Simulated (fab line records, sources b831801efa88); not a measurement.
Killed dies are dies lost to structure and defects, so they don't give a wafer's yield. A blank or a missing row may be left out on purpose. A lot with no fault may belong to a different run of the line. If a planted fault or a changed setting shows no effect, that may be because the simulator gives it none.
8D (eight disciplines) problem report, filled in by code -- flow sky130 -- the parts of the form that need people (team, actions taken, sign-off) are left out

== 1. THE PROBLEM ==
Mean of oes-product-au at SKY_VIA2_ETCH_15: 0.985 a.u. across 2 wafers in 2 lots; on wafers with no fault it is 0.940 a.u. (standard deviation 0.0046). That is +9.8 standard deviations from the usual mean.
The step: etches SiO2 in C4F8/O2/Ar, stops on TiN, target depth 546 nm, time 84 s.
First observed at day 39 10:05: wafer L563.6, on rie-diel-03. At this step, 30 wafers from 10 lots have a number in the record. Rule for "out", or "out of limits": more than 4 standard deviations from the usual mean. The rest of the wafers with a number are treated as sound.

== 2. WHAT IT IS AND WHAT IT IS NOT ==
question,is,is not
which readings at this step,oes-product-au,bias-w
which lots,"L563, L567","L557, L558, L561, L562, L564, L566, L575, L576"
which wafers of those lots,"L563.6, L567.5","L563.1, L563.4, L567.1, L567.4"
read on which tools,rie-diel-03,"rie-diel-02, rie-diel-04"
when,from day 39 10:05,"up to then (14 sound wafers); but 14 sound wafers of L564, L566, L567, L575, L576 came after"

== 3. SUSPECTS, AND WHAT RULES EACH OUT ==
Counting: a tool at a process step up to the reading stays a suspect if it ran every lot that is out. Sound lots after the first of them don't rule it out here, since some wafers of a struck lot are sound.
- rie-si-02 at SKY_POLY_GATE_ETCH_17 (etches poly-Si in HBr/Cl2, stops on SiO2, target depth 180 nm, time 70.5 s): kept. It processed each lot that is out (first: L563, day 20 03:31); up to then, its last sound lot is L561 (day 19 05:45).
- cmp-02 at SKY_VIA2_CMP_02 (polishes SiO2): kept. It processed each lot that is out (first: L563, day 38 08:57); up to then, its last sound lot is L562 (day 38 06:34).
- rie-diel-03 at SKY_VIA2_ETCH_15 (etches SiO2 in C4F8/O2/Ar, stops on TiN, target depth 546 nm, time 84 s): kept. It processed each lot that is out (first: L563, day 39 10:05); up to then, its last sound lot is L561 (day 39 00:32). Its own oes-product-au readings are out on those wafers.
Left after counting: rie-si-02 at SKY_POLY_GATE_ETCH_17, cmp-02 at SKY_VIA2_CMP_02, rie-diel-03 at SKY_VIA2_ETCH_15.

== 4. THE CAUSE (what the simulator had put in) ==
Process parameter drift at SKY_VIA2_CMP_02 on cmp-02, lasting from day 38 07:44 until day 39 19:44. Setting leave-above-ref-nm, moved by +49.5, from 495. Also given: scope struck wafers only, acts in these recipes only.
Of the 3 suspects that counting leaves, this tool is one.

== 5. THE EFFECT CHAIN, in route order ==
Each row: a reading whose mean over the struck wafers that have a number lies more than 3 standard deviations from the usual. Readings are gone through only where the record gives a usual standard deviation; hours: the median, over the lots, of the time from a lot's start at the first step in this table giving one to that lot's start at this step; sigmas: the change measured in usual standard deviations.
hours,step,reading,usual,on struck wafers,change,sigmas
0,SKY_VIA2_ETCH_15,oes-product-au,0.940 a.u.,0.985,+0.045,+9.8
Its process steps:
- SKY_VIA2_ETCH_15: etches SiO2 in C4F8/O2/Ar, stops on TiN, target depth 546 nm, time 84 s.

== 6. HOW IT WOULD HAVE BEEN CAUGHT EARLIER ==
First out-of-limits reading in this record: day 39 10:05, which is 26 hours after fault onset at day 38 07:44.
No tool reading at SKY_VIA2_CMP_02 that has a usual standard deviation in the record was out on any struck wafer, so an alarm limit of 4 standard deviations on those readings would not have fired.
Lots out: 2; of these, L567 started SKY_VIA2_CMP_02 on cmp-02 after day 39 10:05. A hold on the tool at that time would have spared it.
